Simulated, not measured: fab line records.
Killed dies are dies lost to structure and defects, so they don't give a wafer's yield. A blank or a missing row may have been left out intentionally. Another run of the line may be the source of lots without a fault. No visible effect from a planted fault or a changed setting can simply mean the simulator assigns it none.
Which of the tools did it? | flow gf180mcu | 18 wafers from 6 lots sampled at 3 of the route's 602 steps

## WHAT EACH GAUGE READ, for each wafer
GF_POLY_GATE_CD_MEAS_10: target cd 280 nm.
lot  | measured     | on        | cd-nm (nm)
L998 | day 9 10:54  | cd-sem-01 | 279.8 278.9 280.4
L101 | day 10 16:32 | cd-sem-01 | 281.3 280.5 279.4
L106 | day 12 01:32 | cd-sem-01 | 279.6 279.7 281.3
L108 | day 12 14:14 | cd-sem-01 | 280.4 281.2 281.9
L114 | day 14 09:34 | cd-sem-02 | 280.1 279.2 279.6
L119 | day 15 16:35 | cd-sem-01 | 280.0 279.7 280.7

## WHICH TOOL RAN EACH LOT (tool, then ch and the chambers of the sampled wafers, then the start)
lot  | GF_VT_IMPLANT_RTA_45             | GF_POLY_GATE_EXPOSE_07
L998 | rtp-anneal-01 ch 0, day 7 19:28  | krf-scanner-02 ch 0, day 9 02:24
L101 | rtp-anneal-01 ch 0, day 9 00:32  | krf-scanner-01 ch 0, day 10 07:31
L106 | rtp-anneal-02 ch 0, day 10 05:38 | krf-scanner-01 ch 0, day 11 16:17
L108 | rtp-anneal-01 ch 0, day 10 18:01 | krf-scanner-01 ch 0, day 12 04:54
L114 | rtp-anneal-02 ch 0, day 12 09:17 | krf-scanner-02 ch 0, day 13 23:21
L119 | rtp-anneal-02 ch 0, day 13 17:05 | krf-scanner-01 ch 0, day 15 06:22
- GF_VT_IMPLANT_RTA_45: time 30 s.
- GF_POLY_GATE_EXPOSE_07: exposes mask Poly2, target cd 280 nm.

## THE ANSWER, worked out from the rows above alone
Rule: usual is defined by the lots themselves. The widest of any qualifying gaps counts: lots, ordered by their means at a reading, are off when they make up no more than a third of the lots, leave a main group of 4 or more, and stand apart from it by 3 or more times the standard deviation of that group's means. A main group is skipped when, at the precision printed for the reading in the tables above, its means are all equal. A lot without any number at a reading at which 4 lots or more have one is off too. Where the step has rows for the other lots, those lots are counted as sound.
No lot is off on any of the readings shown, so nothing can be concluded from this.

## WHAT THE SIMULATOR PUT IN
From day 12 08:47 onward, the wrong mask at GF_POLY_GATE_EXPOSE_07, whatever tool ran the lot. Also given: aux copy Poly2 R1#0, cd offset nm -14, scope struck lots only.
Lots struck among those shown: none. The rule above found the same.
